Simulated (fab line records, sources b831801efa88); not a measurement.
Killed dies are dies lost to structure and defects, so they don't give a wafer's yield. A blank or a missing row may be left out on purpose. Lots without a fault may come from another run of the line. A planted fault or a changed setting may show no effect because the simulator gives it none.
A struck lot beside a sound one | flow gf180mcu | 15 steps out of a route of 602
Sound: wafers L643.1, L643.3, L643.4. Struck: wafers L634.1, L634.2, L634.6. The cause comes at the end.
At each step with rows: each side's tool, then ch and its chambers, then its first start. Under that, the readings that differ: sound wafers | struck wafers | difference of the means | sigmas: that difference in standard deviations of wafers without a fault.
alike: readings whose means differ by less than 2 such deviations, and words and numbers that are the same on both sides. not compared: withheld readings, readings that some wafer has no value for, bounds like >300 that may hide the same value, and numbers for which the record gives no deviation and whose values overlap.
The two part at a step that has a row with sigmas, a row that says differs or no value, or rows on one side only. Numbers that don't overlap but have no deviation are shown without sigmas and don't part them. A reading that every wafer of one side lacks parts them only if that side has two wafers or more.

GF_V1_BOW_MEAS_05:
  sound on film_metro-02, day 23 12:02; struck on film_metro-01, day 20 11:43
  alike: V1_BOW
then, 8 steps without rows for these wafers: GF_V1_DEHYDRATE_06 (time 60 s); GF_V1_HMDS_07 (prime time 60 s); GF_V1_COAT_08; GF_V1_COAT_09 (resist thk 1000 nm); GF_V1_SOFTBAKE_10 (time 60 s); GF_V1_EXPOSE_11 (exposes mask Via1, target cd 260 nm); GF_V1_PEB_12 (peb time 90 s); GF_V1_DEVELOP_13 (develop time 60 s).
GF_V1_CD_MEAS_14: target cd 260 nm.
  sound on cd_sem-02, day 24 10:26; struck on cd_sem-01, day 21 11:33
  alike: cd_nm
GF_V1_OVL_MEAS_15:
  sound on overlay-01, day 24 10:34; struck on overlay-02, day 21 11:40
  alike: V1_OVL
GF_V1_ETCH_16: etches BARC in N2/H2.
  sound on rie_diel-02 ch 1,2,3, day 24 10:35; struck on rie_diel-04 ch 1,2, day 21 11:43
  alike: bias_w, chamber_pressure_mTorr, drypump_motor_current_A, oes_product_au, throttle_valve_pct
GF_V1_ETCH_17: etches SiO2 in C4F8/O2/Ar, stops on TiN, target depth 630 nm.
  sound on rie_diel-02 ch 1,2,3, day 24 10:00; struck on rie_diel-04 ch 1,2, day 21 11:00
  no value came back on the struck wafers for bias_w (W), chamber_pressure_mTorr (mTorr), oes_product_au (a.u.); on the sound wafers bias_w (W) reads 1202 1200 1202
GF_V1_STRIP_18: strips in O2/N2.
  sound on plasma_asher-02 ch 0,1, day 24 10:43; struck on plasma_asher-01 ch 0,1, day 21 11:50
  reading               | sound             | struck            | difference | sigmas
  oes_product_au (a.u.) | 0.597 0.587 0.591 | 0.677 0.660 0.671 | +0.078     | +18
  alike: drypump_motor_current_A, heater_power_w, platen_temp_c
  not compared: rf_hours_counter_h
then, 1 step without rows for these wafers: GF_V1_STRIP_19 (strips in post etch residue remover, time 1200 s).

WHERE THEY PART
First at GF_V1_ETCH_17; last, within this record, at GF_V1_STRIP_18.

WHY: what the simulator had put in
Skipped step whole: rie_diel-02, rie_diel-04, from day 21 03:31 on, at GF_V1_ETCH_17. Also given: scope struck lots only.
